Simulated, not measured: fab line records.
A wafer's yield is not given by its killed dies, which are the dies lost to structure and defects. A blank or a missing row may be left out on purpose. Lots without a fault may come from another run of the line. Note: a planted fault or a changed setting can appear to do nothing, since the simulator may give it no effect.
fab line records	flow sky130
[record] lots = 10	wafers = 30	last_day = 50
route steps=708 shown METAL2@500 VIA3@575 CAP2M@617
lots untouched by any fault: they come from a run of this same line in which no faults occurred
start_h: the number of hours between the record's first day and the start of the first shown wafer of the lot	wait_h: how many hours have passed since the lot's step before this one	" unchanged from the row above	L1.1+2: a row that stands for several wafers	- no value, or no start given	* or withheld: withheld	< > ~ a bound
route shown NAME@n: NAME is a module with steps in the file, n the number in the route of the first one	usual: the fault-free wafers' mean and standard deviation	same: alike in all rows	chamber/n: place in a boat	sites: readings site by site	_std_site: their standard deviation	_edge_site: the outer-site mean with the inner-site mean subtracted	radius_mm: how far each site lies from the wafer's centre	mask NAME#n: copy n	behind: tool/chamber where the wafer was last shaped	hold: reason for holding the lot/hours on hold/outcome of the hold	device: whichever transistor did not switch (one of n, p or np)	end of line: tests of these same wafers at the route's end	a step with no rows: only its recipe	killed: not the wafer's yield, but the dies lost to structure and defects at the first sort	map: a wafer's dies, marking killed ones x, the rest . and places with no die _
set.NAME: the setting that was run; set.NAME@STEP: the one run at that earlier step	model.NAME: the simulator's own value behind a step, which no gauge read
the route's steps for a sample of lots (tables are steps, rows are wafers)
services: from which hour (start_h, from the record's first day; less than 0 if before it) a tool's chamber was out of use, for how many hours, and why
[[steps]]
[step SKY_METAL2_DESCUM_17]
[recipe] chemistry = O2	source_power_w = 150	bias_power_w = 0	pressure_mtorr = 10	temp_c = 40	time_s = 8
[usual] drypump_motor_current_A = 5.6/0.53	oes_product_au = 1.003/0.011
lot.wafer	tool	chamber	start_h	wait_h	drypump_motor_current_A	oes_product_au	rf_hours_counter_h
L801.1	rie_metal-02	1	833.56	0.0	5.5	1.008	2
L801.4	"	0	"	"	4.7	1.003	-
L801.5	"	1	"	"	5.5	1.002	-
L805.2	rie_metal-04	1	872.48	0.0	6.1	1.015	11
L805.5	"	1	"	"	6.1	1.019	-
L805.6	"	0	"	"	5.8	1.008	-
L808.1	rie_metal-02	1	910.41	0.0	5.5	1.001	5
L808.2	"	0	"	"	4.7	0.996	8
L808.5	"	0	"	"	4.7	0.997	-
L813.1	rie_metal-01	1	938.96	0.0	5.5	0.996	15
L813.3	"	0	"	"	6.4	0.998	-
L813.4	"	1	"	"	5.5	0.998	-
L816.3	rie_metal-02	1	946.43	0.0	5.5	1.004	-
L816.5	"	1	"	"	5.5	0.996	-
L816.6	"	1	"	"	5.5	1.009	-
L815.1	rie_metal-01	0	948.83	0.0	6.4	0.993	4
L815.3	"	0	"	"	6.4	0.995	-
L815.5	"	1	"	"	5.5	0.987	-
L818.1	rie_metal-02	1	975.63	0.0	5.5	1.005	9
L818.3	"	0	"	"	4.7	0.998	-
L818.4	"	1	"	"	5.5	1.004	-
L819.1	rie_metal-01	0	977.86	0.0	6.4	1.002	6
L819.3	"	0	"	"	6.4	1.016	-
L819.6	"	0	"	"	6.4	1.006	-
L820.1	rie_metal-04	0	978.36	0.0	5.8	1.020	15
L820.3	"	1	"	"	6.1	1.013	-
L820.5	"	0	"	"	5.8	1.022	-
L821.1	rie_metal-02	1	981.88	0.0	5.5	1.010	9
L821.3	"	0	"	"	4.7	0.997	-
L821.5	"	0	"	"	4.7	1.007	-
[step SKY_VIA3_CMP_02]
[recipe] material = SiO2	down_force_psi = 4	platen_rpm = 60	pad_velocity_m_s = 0.94248
[usual] motor_current_A = 11.6/0.78	retaining_ring_pressure_frac = 1.000/0.0052
lot.wafer	tool	chamber	start_h	wait_h	motor_current_A	retaining_ring_pressure_frac
L801.4	cmp-02	1	916.10	0.0	11.9	1.000
L801.1	"	0	"	"	10.9	0.995
L801.5	"	2	"	"	12.0	1.000
L805.2	cmp-01	3	954.33	2.1	11.3	1.002
L805.5	"	3	"	"	12.1	0.997
L805.6	"	0	"	"	10.2	0.996
L808.1	cmp-02	2	987.43	0.1	11.7	0.999
L808.2	"	1	"	"	10.7	1.007
L808.5	"	3	"	"	11.4	0.997
L813.4	cmp-01	2	1014.63	0.0	13.1	0.995
L813.1	"	3	"	"	12.6	1.004
L813.3	"	0	"	"	10.5	1.003
L816.3	cmp-02	0	1022.98	0.1	11.3	1.008
L816.5	"	2	"	"	11.5	0.991
L816.6	"	3	"	"	10.9	0.996
L815.1	cmp-02	1	1025.58	0.1	11.4	0.996
L815.3	"	2	"	"	11.9	1.006
L815.5	"	0	"	"	11.2	1.001
L818.4	cmp-02	0	1049.05	0.0	11.3	1.006
L818.3	"	2	"	"	11.6	0.996
L818.1	"	3	"	"	10.9	0.999
L819.1	cmp-02	1	1050.91	0.1	11.8	0.997
L819.3	"	2	"	"	12.1	1.003
L819.6	"	0	"	"	10.9	0.994
L820.1	cmp-01	3	1050.98	0.1	11.9	1.008
L820.3	"	0	"	"	10.1	0.996
L820.5	"	3	"	"	12.0	1.004
L821.3	cmp-02	2	1056.32	0.0	10.9	0.998
L821.1	"	3	"	"	10.9	1.004
L821.5	"	3	"	"	10.4	1.003
[step SKY_VIA3_ETCH_14]
[recipe] chemistry = N2/H2	target = BARC	ion_energy_ev = 200	source_w = 500	bias_w = 100	pressure_mtorr = 30	n2_flow_sccm = 100	h2_flow_sccm = 200	stop_on = SiO2	time_s = 45.9	target_depth_a = 600
[usual] drypump_motor_current_A = 5.7/0.33	oes_product_au = 0.854/0.0051	run_length_s = 74.3/0.47	throttle_valve_pct = 13.225/0.0076
lot.wafer	tool	chamber	start_h	wait_h	drypump_motor_current_A	oes_product_au	rf_hours_counter_h	run_length_s	throttle_valve_pct
L801.1	rie_diel-01	1	941.76	0.0	6.0	0.854	19	74.9	13.222
L801.4	"	2	"	"	5.1	0.847	20	75.1	13.241
L801.5	"	0	"	"	5.4	0.862	-	74.3	13.217
L805.2	rie_diel-02	3	977.08	0.0	5.8	0.857	5	74.3	13.224
L805.5	"	2	"	"	6.3	0.862	-	74.4	13.223
L805.6	"	3	"	"	5.8	0.852	-	74.3	13.228
L808.1	rie_diel-01	0	1012.23	0.0	5.4	0.852	16	74.5	13.216
L808.2	"	1	"	"	6.0	0.979	22	68.9	13.226
L808.5	"	2	"	"	5.1	0.843	-	74.8	13.231
L813.1	rie_diel-03	0	1037.56	0.0	5.8	0.857	22	74.8	13.219
L813.3	"	3	"	"	5.8	0.851	15	74.0	13.220
L813.4	"	1	"	"	5.7	0.849	7	74.2	13.217
L816.3	rie_diel-03	1	1045.18	0.0	5.7	0.844	7	74.6	13.215
L816.5	"	0	"	"	5.8	0.846	-	74.6	13.222
L816.6	"	1	"	"	5.7	0.855	-	74.4	13.229
L815.1	rie_diel-02	3	1048.33	0.0	5.8	0.862	7	74.6	13.235
L815.3	"	2	"	"	6.2	0.849	11	74.1	13.222
L815.5	"	3	"	"	5.8	0.848	-	74.7	13.244
L818.1	rie_diel-01	3	1070.98	0.0	5.6	0.854	19	74.5	13.242
L818.3	"	0	"	"	5.4	0.857	17	74.6	13.213
L818.4	"	2	"	"	5.1	0.851	23	74.9	13.240
L819.1	rie_diel-02	0	1072.51	0.0	6.3	0.862	10	73.3	13.220
L819.3	"	2	"	"	6.2	0.859	12	74.5	13.223
L819.6	"	0	"	"	6.3	0.850	-	73.2	13.217
L820.1	rie_diel-03	0	1072.78	0.0	5.8	0.849	23	74.8	13.225
L820.3	"	1	"	"	5.7	0.850	8	74.3	13.221
L820.5	"	2	"	"	5.4	0.853	-	73.5	13.231
L821.1	rie_diel-03	2	1077.96	0.0	5.4	0.854	10	73.7	13.220
L821.3	"	0	"	"	5.9	0.866	23	74.4	13.225
L821.5	"	3	"	"	5.8	0.860	-	74.1	13.227
[step SKY_VIA3_STRIP_16]
[recipe] chemistry = O2/N2	power_w = 1400	pressure_mtorr = 1500	platen_temp_c = withheld	o2_flow_sccm = 3000	n2_flow_sccm = 300	overash_fraction = 0.5
[usual] drypump_motor_current_A = 5.7/0.45	oes_product_au = 0.402/0.0047	strip_time_to_endpoint_s = 4.132/0.025
lot.wafer	tool	chamber	start_h	wait_h	drypump_motor_current_A	oes_product_au	rf_hours_counter_h	strip_time_to_endpoint_s
L801.1	plasma_asher-03	0	941.87	0.0	6.2	0.404	104	4.109
L801.4	"	1	"	"	5.9	0.405	-	4.100
L801.5	"	1	"	"	5.9	0.399	-	4.141
L805.2	plasma_asher-03	0	977.18	0.0	6.2	0.398	108	4.152
L805.5	"	1	"	"	5.9	0.405	-	4.100
L805.6	"	0	"	"	6.2	0.398	-	4.196
L808.1	plasma_asher-04	1	1012.34	0.0	5.7	0.407	27	4.148
L808.2	"	0	"	"	5.9	0.400	27	4.220
L808.5	"	1	"	"	5.8	0.412	-	4.140
L813.1	plasma_asher-04	0	1037.67	0.0	5.8	0.408	29	4.151
L813.3	"	0	"	"	5.8	0.406	-	4.131
L813.4	"	1	"	"	5.8	0.408	-	4.144
L816.3	plasma_asher-04	0	1045.32	0.1	5.9	0.405	-	4.143
L816.5	"	0	"	"	5.9	0.395	-	4.143
L816.6	"	1	"	"	5.7	0.403	-	4.127
L815.1	plasma_asher-04	1	1048.43	0.0	5.7	0.407	30	4.172
L815.3	"	0	"	"	5.9	0.404	-	4.150
L815.5	"	1	"	"	5.8	0.402	-	4.162
L818.1	plasma_asher-03	0	1071.08	0.0	6.2	0.398	0	4.129
L818.3	"	1	"	"	5.9	0.396	-	4.136
L818.4	"	0	"	"	6.2	0.405	-	4.099
L819.1	plasma_asher-02	1	1072.62	0.0	4.7	0.392	63	4.095
L819.3	"	0	"	"	5.7	0.411	-	4.124
L819.6	"	0	"	"	5.7	0.405	-	4.105
L820.1	plasma_asher-03	0	1072.88	0.0	6.2	0.399	0	4.154
L820.3	"	1	"	"	5.9	0.402	-	4.117
L820.5	"	0	"	"	6.2	0.397	-	4.131
L821.1	plasma_asher-02	0	1078.07	0.0	5.7	0.409	64	4.134
L821.3	"	1	"	"	4.7	0.408	-	4.111
L821.5	"	1	"	"	4.7	0.407	-	4.111
[step SKY_CAP2M_STRIP_14]
[recipe] chemistry = O2/N2	power_w = 1400	pressure_mtorr = 1500	platen_temp_c = withheld	o2_flow_sccm = 3000	n2_flow_sccm = 300	overash_fraction = 0.5
[usual] drypump_motor_current_A = 5.49/0.28	oes_product_au = 0.710/0.0049	strip_time_to_endpoint_s = 12.65/0.04
lot.wafer	tool	chamber	start_h	wait_h	drypump_motor_current_A	oes_product_au	rf_hours_counter_h	strip_time_to_endpoint_s
L801.1	plasma_asher-01	0	966.27	0.1	5.40	0.701	86	12.72
L801.4	"	1	"	"	5.28	0.711	-	12.75
L801.5	"	0	"	"	5.40	0.700	-	12.74
L805.2	plasma_asher-02	1	1002.44	0.1	4.72	0.706	57	12.69
L805.5	"	0	"	"	5.70	0.710	-	12.71
L805.6	"	1	"	"	4.72	0.707	-	12.68
L808.1	plasma_asher-01	0	1036.34	0.1	5.38	0.710	94	12.63
L808.2	"	1	"	"	5.30	0.717	94	12.62
L808.5	"	0	"	"	5.38	0.705	-	12.59
L813.1	plasma_asher-01	1	1059.57	0.1	5.26	0.710	96	12.61
L813.3	"	0	"	"	5.39	0.711	-	12.66
L813.4	"	1	"	"	5.26	0.716	-	12.64
L816.3	plasma_asher-01	0	1068.65	0.1	5.40	0.715	-	12.69
L816.5	"	1	"	"	5.29	0.707	-	12.68
L816.6	"	0	"	"	5.41	0.708	-	12.73
L815.1	plasma_asher-04	1	1070.47	0.1	5.76	0.707	33	12.66
L815.3	"	0	"	"	5.92	0.716	-	12.62
L815.5	"	0	"	"	5.88	0.715	-	12.64
L818.1	plasma_asher-02	1	1093.77	0.1	4.71	0.710	65	12.67
L818.3	"	0	"	"	5.70	0.715	-	12.64
L818.4	"	1	"	"	4.70	0.711	-	12.66
L819.1	plasma_asher-04	0	1094.14	0.1	5.90	0.703	35	12.61
L819.3	"	1	"	"	5.77	0.706	-	12.62
L819.6	"	1	"	"	5.76	0.707	-	12.63
L820.1	plasma_asher-01	1	1094.44	0.1	5.29	0.709	100	12.65
L820.3	"	0	"	"	5.39	0.707	-	12.64
L820.5	"	1	"	"	5.30	0.712	-	12.67
L821.1	plasma_asher-01	0	1100.01	0.1	5.39	0.707	100	12.67
L821.3	"	0	"	"	5.38	0.713	-	12.61
L821.5	"	0	"	"	5.38	0.709	-	12.58
[[services]]
tool	chamber	start_h	hours	kind
rie_metal-01	-	810.12	4.3	pm
rie_metal-01	1	816.83	2.0	repair
rie_diel-01	3	818.91	7.6	repair
rie_metal-02	-	848.78	4.3	pm
rie_diel-02	-	860.03	1.2	repair
rie_metal-02	0	875.06	5.7	repair
plasma_asher-01	-	879.00	2.3	repair
rie_diel-03	1	888.60	10.9	repair
plasma_asher-02	-	903.23	1.2	repair
cmp-02	-	912.00	4.0	pm
rie_metal-02	0	934.01	14.7	repair
cmp-02	-	940.30	20.5	pm
plasma_asher-02	-	958.05	17.6	repair
cmp-02	-	962.09	1.8	repair
cmp-02	-	973.89	1.0	repair
plasma_asher-04	-	1026.44	2.3	repair
plasma_asher-04	-	1027.85	2.2	repair
cmp-02	-	1030.00	5.4	repair
cmp-02	-	1036.15	3.9	pm
cmp-02	-	1041.37	3.3	pm
plasma_asher-03	-	1055.25	9.0	pm
plasma_asher-03	-	1065.33	5.7	repair
rie_metal-02	0	1079.12	5.9	repair
rie_metal-02	-	1082.58	0.9	repair
[[key]]
[first_sign] step = SKY_VIA3_ETCH_14	reading = oes_product_au	direction = up	sigmas = 24	usual = 0.854	struck = 0.979
[effect] step = SKY_VIA3_ETCH_14	reading = run_length_s	direction = down	sigmas = 12	usual = *	struck = *
[effect] step = SKY_VIA3_STRIP_16	reading = strip_time_to_endpoint_s	direction = up	sigmas = 3.6	usual = *	struck = *
met_at SKY_VIA3_ETCH_14
struck_lots L808
struck_wafers L808.2
not_acting_at SKY_METAL2_DESCUM_17,SKY_VIA3_CMP_02,SKY_CAP2M_STRIP_14
onset_between 941.76 1012.23
[fault] kind = process_parameter_drift	tool = rie_diel-01	chamber = -	onset_h = 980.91	steps = SKY_VIA3_ETCH_14	channel = time_s	offset = *	shape = step	end_h = 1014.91	scope = struck_wafers_only	acts_in = *	stated = *
